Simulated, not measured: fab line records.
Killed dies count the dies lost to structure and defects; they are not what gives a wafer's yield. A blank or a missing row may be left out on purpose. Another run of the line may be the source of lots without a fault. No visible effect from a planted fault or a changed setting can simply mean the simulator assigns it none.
Chamber matching / flow sky130 / cmp-02 running SKY_CONTACT_CMP_27: 4 sister chambers
The step polishes, stops on SiO2, t overpolish 15 s, target thk 0 nm. 4 wafers are shown with their chamber, then 8 later ones without.

== WAFERS WITH THEIR CHAMBER ==
wafer=L459.5; chamber=2; motor_current_A (A)=12.0
wafer=L464.1; chamber=0; motor_current_A (A)=12.9
wafer=L464.6; chamber=3; motor_current_A (A)=11.6
wafer=L472.1; chamber=1; motor_current_A (A)=10.6

== WAFERS WITH NO CHAMBER GIVEN ==
wafer=L472.4; motor_current_A (A)=11.5
wafer=L472.6; motor_current_A (A)=13.0
wafer=L473.1; motor_current_A (A)=11.2
wafer=L473.4; motor_current_A (A)=12.2
wafer=L473.6; motor_current_A (A)=11.2
wafer=L475.1; motor_current_A (A)=12.2
wafer=L475.3; motor_current_A (A)=10.4
wafer=L475.5; motor_current_A (A)=12.5

== EACH ONE'S CHAMBER ==
wafer=L472.4; from the rows above=can't be placed: 3 or 2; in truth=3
wafer=L472.6; from the rows above=0; in truth=0
wafer=L473.1; from the rows above=can't be placed: 3 or 1 or 2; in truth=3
wafer=L473.4; from the rows above=can't be placed: 2 or 3 or 0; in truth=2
wafer=L473.6; from the rows above=can't be placed: 3 or 1 or 2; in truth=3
wafer=L475.1; from the rows above=can't be placed: 2 or 3 or 0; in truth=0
wafer=L475.3; from the rows above=1; in truth=1
wafer=L475.5; from the rows above=can't be placed: 0 or 2 or 3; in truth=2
Correctly placed: 2 of 8. Cannot be placed on the basis of these rows: 6; the candidates contain the true chamber in 6. 0 placed wrongly.
How it was worked out, from the rows above alone: a wafer's distance from a chamber is the root of the sum, over the readings, of the square of ((its reading less the chamber's mean) divided by the reading's scatter). If the next closest chamber is less than 2 further off than the closest, the wafer can't be placed; otherwise it belongs to the closest. Each chamber's mean is taken over the wafers shown for it. The scatter: with one shown wafer a chamber, the root of the mean of the squares of how far each hidden wafer lies from its nearest shown one.
